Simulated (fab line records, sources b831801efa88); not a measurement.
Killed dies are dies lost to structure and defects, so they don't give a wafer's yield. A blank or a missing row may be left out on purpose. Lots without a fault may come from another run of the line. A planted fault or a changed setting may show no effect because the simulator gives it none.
fab line records | flow sky130
record lots=6 wafers=18 last_day=48
route steps=708 shown METAL1@455 VIA1@458 PAD_OPEN@708
lots that met no fault: from a run of the same line without faults
start_h: hours from the record's first day to the start of the lot's first wafer shown | wait_h: hours since the lot's step before | " the same as in the row above | L1.1+2: a row that stands for several wafers | - no value, or no start given | * or withheld: withheld | < > ~ a bound
route shown NAME@n: a module of which the file shows steps, and the number in the route of the first | usual: mean/standard deviation of fault-free wafers | same: alike in all rows | chamber/n: place in a boat | sites: the reading at each site | _std_site: their standard deviation | _edge_site: outer sites' mean less inner sites' | radius_mm: how far each site lies from the wafer's centre | mask NAME#n: copy n | behind: the tool/chamber that last shaped the wafer | hold: why the lot was held/for how many hours/how that ended | device: the transistor (n, p or np) that didn't switch | end of line: the same wafers' tests at the end of the route | a step without rows: its recipe alone | killed: dies lost to structure and defects at the first sort, not the wafer's yield | map: a wafer's dies, x killed, . not, _ none there
set.NAME: the setting as run; set.NAME@STEP: as run at that earlier step | model.NAME: the simulator's own value behind a step, which no gauge read
lots at some steps of the route; a table a step, a row a wafer
services: from which hour (start_h, from the record's first day; less than 0 if before it) a tool's chamber was out of use, for how many hours, and why
## steps
# step SKY_METAL1_STRIP_21
# recipe chemistry=post_etch_residue_remover time_s=1200 temp_c=72.5
# step SKY_METAL1_CLEAN_22
# recipe chemistry=IPA time_s=180 temp_c=25
# step SKY_METAL1_CLEAN_23
# recipe chemistry=O3/DIW dry=n2_spin
# step SKY_VIA1_HDPCVD_00
# recipe material=SiO2 target_thk_nm=1030 sigma_open_frac=0.3 time_s=171.7 temp_c=400 sih4_flow_sccm=60 pressure_mtorr=6
# step SKY_VIA1_THK_MEAS_01
# recipe reads=SiO2_of_VIA1_HDPCVD_00
# usual VIA1_HDPCVD_THK=1034/13
# columns lot.wafer tool chamber start_h wait_h VIA1_HDPCVD_THK[nm]
L848.2 film_metro-01 - 821.70 0.1 1044
L848.5 " - " " 1038
L848.6 " - " " 1060
L852.3 film_metro-04 - 837.34 0.1 1035
L852.5 " - " " 1033
L852.6 " - " " 1040
L854.1 film_metro-04 - 853.26 0.1 1042
L854.5 " - " " 1030
L854.6 " - " " 1028
L855.1 film_metro-03 - 862.15 0.1 1012
L855.3 " - " " 1031
L855.6 " - " " 1016
L856.1 film_metro-01 - 863.37 0.1 1034
L856.2 " - " " 1044
L856.3 " - " " 1039
L859.2 film_metro-01 - 870.43 0.1 1029
L859.3 " - " " 1038
L859.4 " - " " 1045
# step SKY_VIA1_CMP_02
# recipe material=SiO2 down_force_psi=4 platen_rpm=60 pad_velocity_m_s=0.94248
# usual motor_current_A=11.7/1.4
# columns lot.wafer tool chamber start_h wait_h motor_current_A
L848.2 cmp-02 2 821.85 0.1 11.4
L848.6 " 0 " " 11.0
L848.5 " 1 " " 9.5
L852.3 cmp-01 3 837.43 0.1 11.7
L852.6 " 2 " " 13.4
L852.5 " 3 " " 11.7
L854.1 cmp-01 3 853.47 0.2 10.8
L854.5 " 0 " " 14.0
L854.6 " 1 " " 11.5
L855.3 cmp-02 2 862.26 0.1 11.7
L855.1 " 0 " " 11.0
L855.6 " 2 " " 12.3
L856.3 cmp-01 1 863.48 0.1 11.8
L856.1 " 2 " " 14.5
L856.2 " 3 " " 11.0
L859.2 cmp-02 2 870.48 0.0 11.7
L859.3 " 3 " " 11.0
L859.4 " 0 " " 10.9
# step SKY_VIA1_BOW_MEAS_03
# recipe mode=bow
# usual VIA1_BOW=80/6.9
# columns lot.wafer tool chamber start_h wait_h VIA1_BOW[um]
L848.2 film_metro-03 - 822.07 0.2 79
L848.5 " - " " 80
L848.6 " - " " 84
L852.3 film_metro-04 - 837.72 0.2 96
L852.5 " - " " 87
L852.6 " - " " 82
L854.1 film_metro-04 - 853.62 0.1 72
L854.5 " - " " 65
L854.6 " - " " 65
L855.1 film_metro-01 - 862.51 0.1 85
L855.3 " - " " 77
L855.6 " - " " 84
L856.1 film_metro-04 - 863.73 0.1 76
L856.2 " - " " 85
L856.3 " - " " 76
L859.2 film_metro-01 - 870.80 0.3 85
L859.3 " - " " 82
L859.4 " - " " 74
# step SKY_VIA1_DEHYDRATE_04
# recipe temp_c=200 time_s=60
# step SKY_VIA1_HMDS_05
# recipe prime_time_s=60 prime_temp_c=120
# step SKY_VIA1_COAT_06
# recipe resist=BARC temp_c=withheld time_s=withheld spin_rpm=3000 resist_thk_nm=60
# step SKY_VIA1_COAT_07
# recipe resist=KrF-thick spin_rpm=3000 resist_thk_nm=450
# step SKY_VIA1_SOFTBAKE_08
# recipe temp_c=100 time_s=90 resist=KrF-thick
# step SKY_VIA1_EXPOSE_09
# recipe mask_id=VIM na=0.8 source_shape=annular sigma_inner=0.55 sigma_outer=0.85 target_cd_nm=150 dose_mj=38
# same sigma_inner=0.55 sigma_outer=0.85
# columns lot.wafer tool chamber start_h wait_h mask
L848.2+5+6 krf_scanner-01 0 836.57 - VIM#0
L852.3+5+6 krf_scanner-01 0 849.66 - VIM#0
L854.1+5+6 krf_scanner-02 0 866.92 - VIM#0
L855.1+3+6 krf_scanner-01 0 873.73 - VIM#0
L856.1+2+3 krf_scanner-01 0 875.65 - VIM#0
L859.2+3+4 krf_scanner-01 0 885.30 - VIM#0
# step SKY_VIA1_PEB_10
# recipe peb_temp_c=withheld peb_time_s=withheld resist=KrF-thick
# step SKY_VIA1_DEVELOP_11
# recipe develop_time_s=60 resist=KrF-thick dev_temp_c=21
# step SKY_VIA1_CD_MEAS_12
# recipe target_cd_nm=150
# usual cd_nm=149.5/1.8
# columns lot.wafer tool chamber start_h wait_h hold cd_nm
L848.2 cd_sem-01 - 846.64 - - 149.5
L848.5 " - " " - 149.8
L848.6 " - " " - 149.2
L852.3 cd_sem-02 - 863.45 - - 150.7
L852.5 " - " " - 149.9
L852.6 " - " " - 149.6
L854.1 cd_sem-02 - 879.82 - - 149.4
L854.5 " - " " - 149.8
L854.6 " - " " - 148.8
L855.1 cd_sem-02 - 888.27 - - 145.9
L855.3 " - " " - 145.0
L855.6 " - " " - 147.4
L856.1 cd_sem-02 - 890.20 - await_dispo/0.2h/release 80.5
L856.2 " - " " await_dispo/0.2h/release 79.9
L856.3 " - " " await_dispo/0.2h/release 149.5
L856.1 cd_sem-02 - 890.49 0.3 - 80.5
L856.2 " - " " - 79.9
L856.3 " - " " - 149.9
L859.2 cd_sem-01 - 897.27 - await_dispo/0.2h/release 82.6
L859.3 " - " " await_dispo/0.2h/release 151.9
L859.4 " - " " await_dispo/0.2h/release 152.8
L859.2 cd_sem-01 - 897.56 0.3 - 82.3
L859.3 " - " " - 151.8
L859.4 " - " " - 152.9
# step SKY_VIA1_OVL_MEAS_13
# usual VIA1_OVL=-2/4.7
# columns lot.wafer tool chamber start_h wait_h hold VIA1_OVL[nm]
L848.2 overlay-02 - 846.75 0.1 - 4
L848.5 " - " " - 5
L848.6 " - " " - 2
L852.3 overlay-01 - 863.54 0.1 - -2
L852.5 " - " " - -4
L852.6 " - " " - 1
L854.1 overlay-01 - 879.94 0.1 - 1
L854.5 " - " " - -1
L854.6 " - " " - -11
L855.1 overlay-01 - 888.39 0.1 - -5
L855.3 " - " " - -7
L855.6 " - " " - -5
L856.1 overlay-01 - 896.68 6.2 await_dispo/6.1h/release -4
L856.2 " - " " await_dispo/6.1h/release -11
L856.3 " - " " await_dispo/6.1h/release 0
L859.2 overlay-02 - 901.20 3.6 await_dispo/3.5h/release 0
L859.3 " - " " await_dispo/3.5h/release -7
L859.4 " - " " await_dispo/3.5h/release -3
# step SKY_VIA1_ETCH_14
# recipe chemistry=N2/H2 target=BARC ion_energy_ev=200 source_w=500 bias_w=100 pressure_mtorr=30 n2_flow_sccm=100 h2_flow_sccm=200 stop_on=SiO2 time_s=45.9 target_depth_a=600
# usual drypump_motor_current_A=5.6/0.43 oes_product_au=0.855/0.0049 throttle_valve_pct=13.224/0.0092
# columns lot.wafer tool chamber start_h wait_h drypump_motor_current_A oes_product_au rf_hours_counter_h throttle_valve_pct model.VIA1.cd_nm
L848.2 rie_diel-02 1 846.78 0.0 5.3 0.850 7 13.224 149
L848.5 " 0 " " 5.1 0.856 - 13.215 148.7
L848.6 " 1 " " 5.3 0.859 - 13.204 149.4
L852.3 rie_diel-02 3 863.57 0.0 5.1 0.851 0 13.233 150.9
L852.5 " 1 " " 5.3 0.859 - 13.232 149.9
L852.6 " 2 " " 5.8 0.857 - 13.231 148.7
L854.1 rie_diel-01 1 879.98 0.0 6.0 0.854 4 13.227 149.9
L854.5 " 3 " " 5.1 0.867 - 13.229 149
L854.6 " 2 " " 5.9 0.850 - 13.232 148.5
L855.1 rie_diel-01 1 888.42 0.0 6.0 0.851 5 13.216 147.1
L855.3 " 2 " " 5.9 0.857 12 13.227 144.9
L855.6 " 3 " " 5.1 0.857 - 13.231 146
L856.1 rie_diel-02 1 896.71 0.0 5.3 0.851 7 13.235 79.82
L856.2 " 0 " " 5.1 0.846 15 13.243 79.06
L856.3 " 3 " " 5.2 0.855 1 13.218 150.5
L859.2 rie_diel-01 3 901.23 0.0 5.1 0.859 1 13.210 80.27
L859.3 " 0 " " 6.6 0.859 1 13.245 151
L859.4 " 1 " " 6.0 0.852 5 13.228 153.4
# step SKY_VIA1_ETCH_15
# recipe target=SiO2 chemistry=C4F8/O2/Ar target_depth_nm=351 stop_on=TiN mask_material=KrF-thick source_w=1500 bias_w=1200 pressure_mtorr=40 c4f8_flow_sccm=withheld O2_flow_sccm=6 Ar_flow_sccm=300 time_s=54
# usual oes_product_au=0.980/0.0067
# columns lot.wafer tool chamber start_h wait_h oes_product_au rf_hours_counter_h
L848.2 rie_diel-02 1 846.82 0.0 0.993 7
L848.5 " 0 " " 0.988 -
L848.6 " 1 " " 0.983 -
L852.3 rie_diel-02 3 863.61 0.0 0.984 0
L852.5 " 1 " " 0.974 -
L852.6 " 2 " " 0.977 -
L854.1 rie_diel-01 1 880.02 0.0 0.982 4
L854.5 " 3 " " 0.964 -
L854.6 " 2 " " 0.978 -
L855.1 rie_diel-01 1 888.46 0.0 0.986 5
L855.3 " 2 " " 0.983 12
L855.6 " 3 " " 0.982 -
L856.1 rie_diel-02 1 896.76 0.0 0.980 7
L856.2 " 0 " " 0.982 15
L856.3 " 3 " " 0.990 1
L859.2 rie_diel-01 3 901.28 0.0 0.981 1
L859.3 " 0 " " 0.980 1
L859.4 " 1 " " 0.980 5
# step SKY_PAD_OPEN_PROBE_99
# usual defect_limited_yield=82.2/1.8 killed_at_M0_to_M3=42/6.1 killed_at_M4_up=3.3/1.7 killed_at_contacts=25/5.4 killed_at_front_end=16/4.6 killed_at_other=0.4/0.55 killed_dies=87/8.8 killed_on_rim=18/3.6 killed_open=47/7.1 killed_short=40/5.8 sort_bin_3_pad_short=0.9/0.45 sort_bin_5_function=10.7/1.4 sort_bin_6_memory=6.2/1.2 sort_n_pass=405/8.8 sort_yield_pct=82.2/1.8
# same gross_dies=492 killed_at_back_side=0 sort_bin_4_leakage[%]=0 sort_bin_8_speed[%]=0
# columns lot.wafer tool chamber start_h wait_h hold defect_limited_yield[%] killed_at_M0_to_M3 killed_at_M4_up killed_at_contacts killed_at_front_end killed_at_other killed_dies killed_on_rim killed_open killed_short sort_bin_3_pad_short[%] sort_bin_5_function[%] sort_bin_6_memory[%] sort_n_pass sort_yield_pct[%]
L848.2 prober-02 - 1115.94 0.1 - 85.0 25 1 30 18 0 74 14 41 32 0.8 10.2 4.1 418 85.0
L848.5 prober-02 - 1116.09 0.2 - 80.3 45 5 23 23 1 97 23 56 41 1.0 11.6 7.1 395 80.3
L848.6 prober-02 - 1116.14 0.2 - 79.5 45 1 38 16 1 101 22 53 46 0.8 13.2 6.5 391 79.5
L852.3 prober-02 - 1131.65 0.2 - 86.2 32 3 17 16 0 68 15 38 30 0.2 9.1 4.5 424 86.2
L852.5 prober-02 - 1131.75 0.2 - 79.9 39 2 35 23 0 99 17 60 39 0.4 12.6 7.1 393 79.9
L852.6 prober-02 - 1131.80 0.2 - 82.3 39 8 26 14 0 87 20 45 41 1.2 10.4 6.1 405 82.3
L854.1 prober-02 - 1138.85 0.2 - 85.8 37 2 21 10 0 70 12 34 36 0.4 8.5 5.3 422 85.8
L854.5 prober-02 - 1139.05 0.3 - 81.9 45 6 28 10 0 89 16 53 36 0.4 10.6 7.1 403 81.9
L854.6 prober-02 - 1139.10 0.4 - 81.9 42 3 31 13 0 89 23 40 49 0.8 11.6 5.7 403 81.9
L855.1 prober-01 - 1142.29 0.1 - 81.5 38 1 33 18 1 91 12 48 43 1.2 11.2 6.1 401 81.5
L855.3 prober-01 - 1142.39 0.2 - 83.5 41 6 30 4 0 81 15 49 32 0.8 10.0 5.7 411 83.5
L855.6 prober-01 - 1142.54 0.2 - 80.1 43 3 31 21 0 98 18 56 42 0.4 12.6 6.9 394 80.1
L856.1 prober-02 - 1149.86 0.1 await_dispo/3.2h/release 0 465 2 14 11 0 492 96 32 41 0.6 94.7 4.7 0 0
L856.2 prober-02 - 1149.91 0.1 await_dispo/3.2h/release 0 446 4 23 19 0 492 96 44 42 1.6 91.3 7.1 0 0
L856.3 prober-02 - 1149.96 0.2 await_dispo/3.2h/release 81.9 44 5 28 11 1 89 23 50 39 0.6 9.3 8.1 403 81.9
L859.2 prober-02 - 1155.73 0.1 await_dispo/2.5h/release 0 446 3 31 11 1 492 96 55 32 0.4 92.3 7.3 0 0
L859.3 prober-02 - 1155.78 0.2 await_dispo/2.5h/release 80.7 48 2 26 19 0 95 16 57 38 0.6 14.6 4.1 397 80.7
L859.4 prober-02 - 1155.83 0.2 await_dispo/2.5h/release 86.8 23 2 28 12 0 65 15 33 32 0.8 7.5 4.9 427 86.8
# killed by level:class
L848.2 CONTACT:geometric_particle:open=12 VIA1:geometric_particle:open=9 LI_CONTACT:geometric_particle:open=6 LI_CONTACT:geometric_particle:short=5 CONTACT:geometric_particle:short=5 VIA2:geometric_particle:open=5 POLY_GATE:geometric_particle:short=4 FIELD_ISO:geometric_particle:short=3
L848.5 VIA1:geometric_particle:open=11 LI_CONTACT:geometric_particle:open=10 CONTACT:geometric_particle:open=9 POLY_GATE:geometric_particle:short=8 VIA2:geometric_particle:open=8 VIA3:geometric_particle:open=7 FIELD_ISO:geometric_particle:open=5 VIA1:geometric_particle:short=5
L848.6 LI_CONTACT:geometric_particle:open=12 VIA1:geometric_particle:open=12 CONTACT:geometric_particle:open=9 VIA2:geometric_particle:open=7 LOCAL_INTERCONNECT:geometric_particle:short=6 METAL2:geometric_particle:short=6 POLY_GATE:geometric_particle:open=5 LI_CONTACT:geometric_particle:short=5
L852.3 LI_CONTACT:geometric_particle:open=9 VIA1:geometric_particle:open=8 VIA3:geometric_particle:open=7 FIELD_ISO:geometric_particle:short=6 POLY_GATE:geometric_particle:short=5 CONTACT:geometric_particle:open=5 METAL1:geometric_particle:short=4 METAL2:geometric_particle:short=4
L852.5 CONTACT:geometric_particle:open=14 LI_CONTACT:geometric_particle:open=9 METAL2:geometric_particle:short=9 VIA1:geometric_particle:open=7 VIA3:geometric_particle:open=7 FIELD_ISO:geometric_particle:open=6 FIELD_ISO:geometric_particle:short=5 LI_CONTACT:geometric_particle:short=5
L852.6 VIA3:geometric_particle:open=9 LI_CONTACT:geometric_particle:open=7 CONTACT:geometric_particle:open=6 CONTACT:geometric_particle:short=6 METAL1:geometric_particle:short=6 METAL4:geometric_particle:short=5 VIA1:geometric_particle:short=4 VIA1:geometric_particle:open=4
L854.1 METAL2:geometric_particle:short=8 CONTACT:geometric_particle:open=8 VIA1:geometric_particle:open=7 VIA3:geometric_particle:open=6 LI_CONTACT:geometric_particle:open=5 LOCAL_INTERCONNECT:geometric_particle:short=4 METAL3:geometric_particle:short=4 FIELD_ISO:geometric_particle:short=3
L854.5 VIA1:geometric_particle:open=15 VIA1:geometric_particle:short=7 VIA3:geometric_particle:open=7 CONTACT:geometric_particle:open=7 LI_CONTACT:geometric_particle:open=6 LOCAL_INTERCONNECT:geometric_particle:short=6 CONTACT:geometric_particle:short=5 VIA2:geometric_particle:open=5
L854.6 VIA1:geometric_particle:open=13 CONTACT:geometric_particle:open=9 METAL2:geometric_particle:short=9 VIA1:geometric_particle:short=9 LI_CONTACT:geometric_particle:short=7 LI_CONTACT:geometric_particle:open=5 CONTACT:geometric_particle:short=5 POLY_GATE:geometric_particle:open=4
L855.1 CONTACT:geometric_particle:open=12 LI_CONTACT:geometric_particle:open=9 METAL2:geometric_particle:short=9 VIA1:geometric_particle:open=5 VIA1:geometric_particle:short=5 FIELD_ISO:geometric_particle:short=4 POLY_GATE:geometric_particle:open=4 POLY_GATE:geometric_particle:short=4
L855.3 VIA1:geometric_particle:open=11 LI_CONTACT:geometric_particle:open=9 VIA3:geometric_particle:open=7 LOCAL_INTERCONNECT:geometric_particle:short=6 CONTACT:geometric_particle:open=6 METAL1:geometric_particle:short=6 LI_CONTACT:geometric_particle:short=4 METAL2:geometric_particle:short=4
L855.6 LI_CONTACT:geometric_particle:open=12 CONTACT:geometric_particle:open=12 VIA1:geometric_particle:open=11 POLY_GATE:geometric_particle:short=7 POLY_GATE:geometric_particle:open=6 METAL2:geometric_particle:short=5 VIA3:geometric_particle:short=5 METAL1:geometric_particle:short=4
L856.1 VIA1:area_expose=419 METAL1:geometric_particle:short=8 METAL2:geometric_particle:short=8 CONTACT:geometric_particle:short=6 POLY_GATE:geometric_particle:open=5 CONTACT:geometric_particle:open=5 VIA2:geometric_particle:open=5 VIA1:geometric_particle:open=4
L856.2 VIA1:area_expose=406 CONTACT:geometric_particle:open=8 VIA2:geometric_particle:open=7 LOCAL_INTERCONNECT:geometric_particle:short=6 METAL2:geometric_particle:short=6 VIA1:geometric_particle:open=6 POLY_GATE:geometric_particle:open=5 METAL1:geometric_particle:short=5
L856.3 VIA3:geometric_particle:open=12 VIA1:geometric_particle:open=12 CONTACT:geometric_particle:open=7 LI_CONTACT:geometric_particle:short=6 LOCAL_INTERCONNECT:geometric_particle:short=6 FIELD_ISO:geometric_particle:short=5 CONTACT:geometric_particle:short=5 VIA2:geometric_particle:open=5
L859.2 VIA1:area_expose=405 CONTACT:geometric_particle:open=18 VIA1:geometric_particle:open=9 LI_CONTACT:geometric_particle:open=7 VIA2:geometric_particle:open=7 METAL1:geometric_particle:short=5 VIA3:geometric_particle:open=5 METAL2:geometric_particle:short=4
L859.3 CONTACT:geometric_particle:open=13 VIA2:geometric_particle:open=9 VIA1:geometric_particle:open=8 VIA3:geometric_particle:open=7 METAL1:geometric_particle:short=6 LI_CONTACT:geometric_particle:short=6 POLY_GATE:geometric_particle:short=5 LI_CONTACT:geometric_particle:open=5
L859.4 CONTACT:geometric_particle:open=10 LI_CONTACT:geometric_particle:open=5 LOCAL_INTERCONNECT:geometric_particle:short=5 CONTACT:geometric_particle:short=5 POLY_GATE:geometric_particle:short=4 VIA1:geometric_particle:open=4 METAL2:geometric_particle:short=4 VIA2:geometric_particle:open=4
# map L856.1 (x killed, . not)
__________xxxxxxxxxx_________
________xxxxxxxxxxxxxx_______
______xxxxxxxxxxxxxxxxxx_____
_____xxxxxxxxxxxxxxxxxxxx____
____xxxxxxxxxxxxxxxxxxxxxx___
___xxxxxxxxxxxxxxxxxxxxxxxx__
__xxxxxxxxxxxxxxxxxxxxxxxxxx_
_xxxxxxxxxxxxxxxxxxxxxxxxxxxx
_xxxxxxxxxxxxxxxxxxxxxxxxxxxx
_xxxxxxxxxxxxxxxxxxxxxxxxxxxx
_xxxxxxxxxxxxxxxxxxxxxxxxxxxx
_xxxxxxxxxxxxxxxxxxxxxxxxxxxx
_xxxxxxxxxxxxxxxxxxxxxxxxxxxx
_xxxxxxxxxxxxxxxxxxxxxxxxxxxx
_xxxxxxxxxxxxxxxxxxxxxxxxxxxx
__xxxxxxxxxxxxxxxxxxxxxxxxxx_
___xxxxxxxxxxxxxxxxxxxxxxxx__
____xxxxxxxxxxxxxxxxxxxxxx___
_____xxxxxxxxxxxxxxxxxxxx____
______xxxxxxxxxxxxxxxxxx_____
________xxxxxxxxxxxxxx_______
__________xxxxxxxxxx_________
# map L859.2 (x killed, . not)
__________xxxxxxxxxx_________
________xxxxxxxxxxxxxx_______
______xxxxxxxxxxxxxxxxxx_____
_____xxxxxxxxxxxxxxxxxxxx____
____xxxxxxxxxxxxxxxxxxxxxx___
___xxxxxxxxxxxxxxxxxxxxxxxx__
__xxxxxxxxxxxxxxxxxxxxxxxxxx_
_xxxxxxxxxxxxxxxxxxxxxxxxxxxx
_xxxxxxxxxxxxxxxxxxxxxxxxxxxx
_xxxxxxxxxxxxxxxxxxxxxxxxxxxx
_xxxxxxxxxxxxxxxxxxxxxxxxxxxx
_xxxxxxxxxxxxxxxxxxxxxxxxxxxx
_xxxxxxxxxxxxxxxxxxxxxxxxxxxx
_xxxxxxxxxxxxxxxxxxxxxxxxxxxx
_xxxxxxxxxxxxxxxxxxxxxxxxxxxx
__xxxxxxxxxxxxxxxxxxxxxxxxxx_
___xxxxxxxxxxxxxxxxxxxxxxxx__
____xxxxxxxxxxxxxxxxxxxxxx___
_____xxxxxxxxxxxxxxxxxxxx____
______xxxxxxxxxxxxxxxxxx_____
________xxxxxxxxxxxxxx_______
__________xxxxxxxxxx_________
## services
# columns tool chamber start_h hours kind
cmp-01 - 803.60 4.8 pm
cmp-02 - 803.77 0.6 repair
cmp-01 - 804.68 4.7 repair
rie_diel-01 0 807.96 33.3 repair
krf_scanner-02 - 816.43 0.2 repair
krf_scanner-02 - 819.09 0.3 repair
krf_scanner-01 - 825.77 4.5 repair
rie_diel-02 3 830.95 - clean
rie_diel-02 3 830.95 13.7 scheduled_down
rie_diel-02 3 830.95 13.7 vent_cycle
krf_scanner-01 - 831.00 1.0 pm
krf_scanner-01 - 832.00 4.4 pm
rie_diel-01 0 841.24 - clean
cmp-01 - 844.00 0.2 repair
krf_scanner-02 - 844.24 2.0 repair
krf_scanner-02 - 848.53 4.4 pm
cmp-02 - 849.99 1.4 repair
cmp-02 - 855.26 1.8 repair
krf_scanner-01 - 863.81 0.8 pm
krf_scanner-01 - 870.71 1.3 pm
rie_diel-01 1 871.98 7.4 repair
cmp-02 - 877.77 1.3 repair
krf_scanner-02 - 880.41 0.8 pm
rie_diel-01 - 882.14 0.1 repair
## key
first_sign step=SKY_VIA1_CD_MEAS_12 reading=visit direction=added
effect step=SKY_VIA1_CD_MEAS_12 reading=cd_nm direction=down sigmas=37 usual=149.5 struck=81.0
effect step=SKY_PAD_OPEN_PROBE_99 reading=killed_at_M0_to_M3 direction=up sigmas=67 usual=42 struck=452
model_effect step=SKY_VIA1_ETCH_14 value=VIA1.cd_nm without=149.5 struck=79.72
more_kills_born_at SKY_VIA1_EXPOSE_09@krf_scanner-01=1230
met_at SKY_VIA1_EXPOSE_09
struck_wafers L856.1,L856.2,L859.2
later_rows_left_out L856.1,L856.2,L859.2
onset_between 873.73 875.65
fault kind=process_parameter_drift tool=krf_scanner-01 chamber=- onset_h=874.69 steps=SKY_VIA1_EXPOSE_09 channel=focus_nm offset=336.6 shape=step end_h=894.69 scope=struck_wafers_only
# later_rows_left_out: the simulator's readings of these wafers behind a module that went badly wrong aren't trusted and aren't shown, but for the sort
